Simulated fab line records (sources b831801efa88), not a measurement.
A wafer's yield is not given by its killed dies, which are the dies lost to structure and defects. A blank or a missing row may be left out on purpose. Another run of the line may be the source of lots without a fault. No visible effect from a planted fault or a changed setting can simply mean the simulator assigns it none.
Check for tools in common || flow sky130 || Sample size 11 lots and 33 wafers

WHY IT WAS OPENED
SKY_VT_ADJUST_NCORE_OVL_MEAS_08, reading VT_ADJUST_NCORE_OVL: flagged on 3 of 11 lots. Fault-free wafers read 0.0 nm, with a standard deviation of 1.6.
Rule: a lot is flagged in two cases, either no wafer of it has a number, or all its wafers with numbers fall more than 4 standard deviations from that mean. All remaining lots are regarded as sound.

{"lot": "L696", "measured": "day 8 09:25", "on": "overlay-02", "VT_ADJUST_NCORE_OVL (nm), wafer by wafer": "0.0 0.9 1.0", "flag": ""}
{"lot": "L698", "measured": "day 9 03:36", "on": "overlay-02", "VT_ADJUST_NCORE_OVL (nm), wafer by wafer": "0.2 -0.5 -0.3", "flag": ""}
{"lot": "L704", "measured": "day 10 18:43", "on": "overlay-02", "VT_ADJUST_NCORE_OVL (nm), wafer by wafer": "0.4 3.3 -1.2", "flag": ""}
{"lot": "L705", "measured": "day 11 02:51", "on": "overlay-01", "VT_ADJUST_NCORE_OVL (nm), wafer by wafer": "-2.9 -2.3 -1.7", "flag": ""}
{"lot": "L706", "measured": "day 11 13:24", "on": "overlay-01", "VT_ADJUST_NCORE_OVL (nm), wafer by wafer": "-1.2 0.4 -1.7", "flag": ""}
{"lot": "L707", "measured": "day 11 23:50", "on": "overlay-02", "VT_ADJUST_NCORE_OVL (nm), wafer by wafer": "-2.0 -0.8 -2.9", "flag": ""}
{"lot": "L708", "measured": "day 12 00:44", "on": "overlay-01", "VT_ADJUST_NCORE_OVL (nm), wafer by wafer": "-1.3 -3.1 -0.5", "flag": ""}
{"lot": "L709", "measured": "day 12 09:59", "on": "overlay-02", "VT_ADJUST_NCORE_OVL (nm), wafer by wafer": "-124.1 -123.0 -123.7", "flag": "FLAGGED"}
{"lot": "L710", "measured": "day 12 12:31", "on": "overlay-01", "VT_ADJUST_NCORE_OVL (nm), wafer by wafer": "-124.2 -122.5 -123.1", "flag": "FLAGGED"}
{"lot": "L719", "measured": "day 16 02:50", "on": "overlay-01", "VT_ADJUST_NCORE_OVL (nm), wafer by wafer": "1.8 1.8 0.1", "flag": ""}
{"lot": "L718", "measured": "day 16 03:20", "on": "overlay-01", "VT_ADJUST_NCORE_OVL (nm), wafer by wafer": "-126.1 -124.2 -123.7", "flag": "FLAGGED"}
The numbers of the flagged lots are -123.8 nm on average: -123.8 nm against the usual, or -77 standard deviations.

WHICH TOOL RAN EACH LOT
The record holds 3 process steps before the reading, out of a route of 708 steps. Read each cell as the tool, then ch plus the chambers that the sampled wafers visited, then the start.
{"lot": "L696", "flag": "", "SKY_NWELL_RTA_28": "rtpAnneal-02 ch 0, day 5 05:47", "SKY_VT_ADJUST_LVTN_STRIP_20": "plasmaAsher-03 ch 0,1, day 7 13:42", "SKY_VT_ADJUST_NCORE_EXPOSE_04": "ilineStepper-02 ch 0, day 7 23:59"}
{"lot": "L698", "flag": "", "SKY_NWELL_RTA_28": "rtpAnneal-02 ch 0, day 5 21:49", "SKY_VT_ADJUST_LVTN_STRIP_20": "plasmaAsher-02 ch 0,1, day 8 07:22", "SKY_VT_ADJUST_NCORE_EXPOSE_04": "ilineStepper-02 ch 0, day 8 17:52"}
{"lot": "L704", "flag": "", "SKY_NWELL_RTA_28": "rtpAnneal-02 ch 0, day 7 04:46", "SKY_VT_ADJUST_LVTN_STRIP_20": "plasmaAsher-04 ch 0,1, day 9 20:17", "SKY_VT_ADJUST_NCORE_EXPOSE_04": "ilineStepper-02 ch 0, day 10 07:30"}
{"lot": "L705", "flag": "", "SKY_NWELL_RTA_28": "rtpAnneal-01 ch 0, day 7 14:20", "SKY_VT_ADJUST_LVTN_STRIP_20": "plasmaAsher-04 ch 0,1, day 10 04:54", "SKY_VT_ADJUST_NCORE_EXPOSE_04": "ilineStepper-02 ch 0, day 10 16:05"}
{"lot": "L706", "flag": "", "SKY_NWELL_RTA_28": "rtpAnneal-02 ch 0, day 7 20:50", "SKY_VT_ADJUST_LVTN_STRIP_20": "plasmaAsher-04 ch 1, day 10 13:34", "SKY_VT_ADJUST_NCORE_EXPOSE_04": "ilineStepper-01 ch 0, day 11 01:08"}
{"lot": "L707", "flag": "", "SKY_NWELL_RTA_28": "rtpAnneal-01 ch 0, day 8 06:32", "SKY_VT_ADJUST_LVTN_STRIP_20": "plasmaAsher-04 ch 0,1, day 10 23:24", "SKY_VT_ADJUST_NCORE_EXPOSE_04": "ilineStepper-02 ch 0, day 11 11:48"}
{"lot": "L708", "flag": "", "SKY_NWELL_RTA_28": "rtpAnneal-02 ch 0, day 8 07:40", "SKY_VT_ADJUST_LVTN_STRIP_20": "plasmaAsher-04 ch 0,1, day 11 00:54", "SKY_VT_ADJUST_NCORE_EXPOSE_04": "ilineStepper-02 ch 0, day 11 12:59"}
{"lot": "L709", "flag": "FLAGGED", "SKY_NWELL_RTA_28": "rtpAnneal-01 ch 0, day 8 13:08", "SKY_VT_ADJUST_LVTN_STRIP_20": "plasmaAsher-04 ch 0,1, day 11 09:15", "SKY_VT_ADJUST_NCORE_EXPOSE_04": "ilineStepper-02 ch 0, day 11 21:38"}
{"lot": "L710", "flag": "FLAGGED", "SKY_NWELL_RTA_28": "rtpAnneal-02 ch 0, day 8 17:44", "SKY_VT_ADJUST_LVTN_STRIP_20": "plasmaAsher-03 ch 0,1, day 11 12:10", "SKY_VT_ADJUST_NCORE_EXPOSE_04": "ilineStepper-02 ch 0, day 12 00:20"}
{"lot": "L719", "flag": "", "SKY_NWELL_RTA_28": "rtpAnneal-02 ch 0, day 11 17:43", "SKY_VT_ADJUST_LVTN_STRIP_20": "plasmaAsher-03 ch 0,1, day 14 23:19", "SKY_VT_ADJUST_NCORE_EXPOSE_04": "ilineStepper-01 ch 0, day 15 12:40"}
{"lot": "L718", "flag": "FLAGGED", "SKY_NWELL_RTA_28": "rtpAnneal-02 ch 0, day 11 18:04", "SKY_VT_ADJUST_LVTN_STRIP_20": "plasmaAsher-02 ch 0,1, day 14 23:54", "SKY_VT_ADJUST_NCORE_EXPOSE_04": "ilineStepper-02 ch 0, day 15 13:26"}
What these steps do:
- SKY_NWELL_RTA_28: time 30 s.
- SKY_VT_ADJUST_LVTN_STRIP_20: strips in O2/N2.
- SKY_VT_ADJUST_NCORE_EXPOSE_04: exposes mask LVTN COMPLEMENT THIN, target cd 380 nm.
- SKY_VT_ADJUST_NCORE_OVL_MEAS_08

FLAGGED AGAINST TOTAL, ONE TOOL AT A TIME (gauges that did the reading follow at the end)
{"step": "SKY_NWELL_RTA_28", "tool": "rtpAnneal-01", "lots run": 3, "flagged": 1, "share of the flagged lots": "some", "sound lots run after its first flagged lot": 0}
{"step": "SKY_NWELL_RTA_28", "tool": "rtpAnneal-02", "lots run": 8, "flagged": 2, "share of the flagged lots": "some", "sound lots run after its first flagged lot": "1 (L719)"}
{"step": "SKY_VT_ADJUST_LVTN_STRIP_20", "tool": "plasmaAsher-02", "lots run": 2, "flagged": 1, "share of the flagged lots": "some", "sound lots run after its first flagged lot": 0}
{"step": "SKY_VT_ADJUST_LVTN_STRIP_20", "tool": "plasmaAsher-03", "lots run": 3, "flagged": 1, "share of the flagged lots": "some", "sound lots run after its first flagged lot": "1 (L719)"}
{"step": "SKY_VT_ADJUST_LVTN_STRIP_20", "tool": "plasmaAsher-04", "lots run": 6, "flagged": 1, "share of the flagged lots": "some", "sound lots run after its first flagged lot": 0}
{"step": "SKY_VT_ADJUST_NCORE_EXPOSE_04", "tool": "ilineStepper-01", "lots run": 2, "flagged": 0, "share of the flagged lots": "none", "sound lots run after its first flagged lot": "-"}
{"step": "SKY_VT_ADJUST_NCORE_EXPOSE_04", "tool": "ilineStepper-02", "lots run": 9, "flagged": 3, "share of the flagged lots": "all", "sound lots run after its first flagged lot": 0}
{"step": "SKY_VT_ADJUST_NCORE_OVL_MEAS_08", "tool": "overlay-01", "lots run": 6, "flagged": 2, "share of the flagged lots": "some", "sound lots run after its first flagged lot": "1 (L719)"}
{"step": "SKY_VT_ADJUST_NCORE_OVL_MEAS_08", "tool": "overlay-02", "lots run": 5, "flagged": 1, "share of the flagged lots": "some", "sound lots run after its first flagged lot": 0}

WHAT THE TABLE PERMITS
In the table, 1 row covers all flagged lots: ilineStepper-02 at SKY_VT_ADJUST_NCORE_EXPOSE_04.
- ilineStepper-02 at SKY_VT_ADJUST_NCORE_EXPOSE_04: 3 of its 9 lots flagged. A fault beginning between L708 (day 11 12:59), its last sound lot, and L709 (day 11 21:38), its first flagged one, fits the data.
Just one tool remains: ilineStepper-02 at SKY_VT_ADJUST_NCORE_EXPOSE_04.

WHAT HAD BEEN PUT IN BY THE SIMULATOR
Scanner matching overlay: ilineStepper-02, from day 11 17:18 on, at SKY_VT_ADJUST_NCORE_EXPOSE_04. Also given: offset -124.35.
Struck lots among those shown: L709, L710, L718. This agrees with what the rule above found.
